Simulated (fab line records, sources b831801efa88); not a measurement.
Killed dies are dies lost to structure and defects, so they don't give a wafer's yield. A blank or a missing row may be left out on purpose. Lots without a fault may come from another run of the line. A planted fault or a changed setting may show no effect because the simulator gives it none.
Chamber matching | flow gf180mcu | GF_CONTACT_CMP_27 on cmp-01: 4 sister chambers
The step polishes, stops on SiO2, t overpolish 15 s, target thk 0 nm. 20 wafers are shown with their chamber, then 10 later ones without.

WAFERS WITH THEIR CHAMBER
wafer  | chamber | motor_current_A (A) | overpolish_run_s (s) | time_to_endpoint_s (s)
L515.1 | 2       | 12.6                | 14.996               | 77
L515.2 | 3       | 9.9                 | 15.014               | 75
L515.3 | 1       | 9.9                 | 14.996               | 77
L516.2 | 2       | 13.0                | 15.001               | 76
L516.3 | 0       | 11.9                | 14.981               | 76
L516.5 | 3       | 9.7                 | 15.018               | 74
L518.1 | 3       | 9.8                 | 14.986               | 73
L518.2 | 1       | 9.3                 | 14.997               | 76
L518.3 | 0       | 11.3                | 15.000               | 68
L519.2 | 3       | 9.9                 | 15.010               | 74
L519.3 | 1       | 9.8                 | 14.994               | 72
L519.4 | 2       | 12.7                | 14.993               | 75
L524.3 | 0       | 11.6                | 14.985               | 78
L524.4 | 1       | 10.2                | 15.001               | 75
L524.5 | 0       | 11.7                | 15.002               | 72
L523.1 | 1       | 10.0                | 14.997               | 75
L523.2 | 2       | 12.7                | 14.999               | 73
L523.4 | 0       | 11.8                | 14.987               | 73
L530.1 | 0       | 11.5                | 14.998               | 72
L530.4 | 3       | 9.5                 | 14.999               | 66

SIGNATURES (means of the wafers above)
reading            | chamber 0 | chamber 1 | chamber 2 | chamber 3 | scatter within a chamber
motor_current_A    | 11.633    | 9.840     | 12.750    | 9.760     | 0.235
overpolish_run_s   | 14.99217  | 14.99700  | 14.99725  | 15.00540  | 0.0084
time_to_endpoint_s | 73.17     | 75.00     | 75.25     | 72.40     | 2.92
Rule: a wafer's distance from a chamber is the root of the sum, over the readings, of the square of ((its reading less the chamber's mean) divided by the reading's scatter). The wafer belongs to the nearest chamber; if the next one is less than 2 further off, it can't be placed. The scatter: the root of (the sum of the squares of (reading less its chamber's mean) over the shown wafers, divided by (wafers less chambers)).

WAFERS WITHOUT THEIR CHAMBER
wafer  | motor_current_A (A) | overpolish_run_s (s) | time_to_endpoint_s (s)
L530.6 | 12.5                | 15.006               | 67
L533.3 | 9.6                 | 15.002               | 71
L533.5 | 12.2                | 14.994               | 71
L533.6 | 9.7                 | 15.001               | 69
L535.3 | 10.6                | 15.003               | 73
L535.4 | 11.5                | 15.009               | 73
L535.6 | 12.9                | 14.993               | 66
L537.3 | 12.2                | 15.015               | 79
L537.4 | 10.0                | 14.996               | 76
L537.6 | 9.9                 | 15.013               | 75

WHICH CHAMBER EACH WENT THROUGH
wafer  | from the rows above          | in truth
L530.6 | can't be placed: 2 or 0      | 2
L533.3 | can't be placed: 3 or 1      | 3
L533.5 | can't be placed: 0 or 2      | 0
L533.6 | can't be placed: 3 or 1      | 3
L535.3 | can't be placed: 1 or 3 or 0 | 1
L535.4 | 0                            | 0
L535.6 | 2                            | 2
L537.3 | can't be placed: 2 or 0      | 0
L537.4 | can't be placed: 1 or 3      | 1
L537.6 | can't be placed: 3 or 1      | 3
Placed correctly: 2 of 10. Can't be placed from these rows: 8 (the true chamber is among the candidates in 8). Placed wrongly: 0.
